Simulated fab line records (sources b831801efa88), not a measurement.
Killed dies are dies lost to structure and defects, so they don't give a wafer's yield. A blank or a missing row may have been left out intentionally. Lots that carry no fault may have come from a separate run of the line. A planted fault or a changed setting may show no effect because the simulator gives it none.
Split-lot study -- flow sfq line -- 11 wafers read from 5 lots, route of 325 steps

== ON THE SPLIT ==
At SFQ_TRILAYER_JJ_CE_LITHO_COAT_119 (resist thk 62 nm), the setting spin rpm was moved away from the recipe's 3000 rpm on 5 of the 11 wafers read, by -6.2% to +3.9%. All remaining wafers had this setting at the recipe value.

Split to reading: the file shows no intervening step.

== THE READING ==
etch.depth nm (the simulator's own value, which no gauge read), in nm, at SFQ_TRILAYER_JJ_CE_BARC_OPEN_RIE_150 (chemistry O2, target BARC, target depth 240 nm, time 80 s). No usual value for it is given in the file. Average 62.07 nm, standard deviation 0.13 nm, over the 6 wafers here run with the recipe.

wafer,"tool, chamber at the split","spin rpm as run, rpm",against the recipe,"etch.depth nm, nm",against lot-mates on the recipe
L074.1,"litho track-04, 0",2815,-6.2%,64.28,+2.15
L074.2,"litho track-04, 0",2815,-6.2%,64,+1.87
L074.5,"litho track-04, 0",3000,recipe,62.13,-
L077.4,"litho track-02, 0",3000,recipe,62.11,-
L077.5,"litho track-02, 0",3000,recipe,62.01,-
L077.6,"litho track-02, 0",3000,recipe,61.87,-
L078.1,"litho track-02, 0",3116,+3.9%,60.82,-1.20
L078.2,"litho track-02, 0",3000,recipe,62.02,-
L080.5,"litho track-02, 0",2835,-5.5%,63.64,no lot-mate on the recipe
L084.1,"litho track-02, 0",3091,+3.0%,61.44,-0.86
L084.2,"litho track-02, 0",3000,recipe,62.3,-

FIT RESULTS
A straight line over all 11 wafers: etch.depth nm changes by -0.31 nm for each +1% of spin rpm; r = -0.99; the points scatter about the line by 0.18 nm.
The same after taking each lot's own level away (the mean of its wafers on the recipe; 10 wafers): -0.318 nm for each +1%; r = -1.00; scatter 0.1 nm.
Per that fit: largest spin rpm move, reading shift of 2 nm.
The span of the lots' own levels, 61.997 to 62.300 nm, comes to 2.3 times the standard deviation stated above.
Consequently the slope shifts little with the lot-to-lot level, the two slopes agreeing.
Check: with one of the wafers moved furthest among these (-6.2%) left out of the fit, the line predicts +1.87 nm for it against its lot-mates. Against them it came out at +2.15 nm.

== THE WHOLE CHAIN: every reading that the file lists as answering this split, in the file's order ==
step,what it does,reading,change (the file's fit),r (the file's)
SFQ_TRILAYER_JJ_CE_LITHO_COAT_119,resist thk 62 nm,"BARC_of_TRILAYER_JJ_CE_LITHO_COAT_119.thk nm (the simulator's own value, which no gauge read)",-0.314 nm for each +1% of the setting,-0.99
SFQ_TRILAYER_JJ_CE_BARC_OPEN_RIE_150,"chemistry O2, target BARC, target depth 240 nm, time 80 s","etch.depth nm (the simulator's own value, which no gauge read)",-0.318 nm for each +1% of the setting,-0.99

== FILE'S OWN FIT ==
etch.depth nm changes by -0.318 nm for each +1% of spin rpm, r = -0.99.
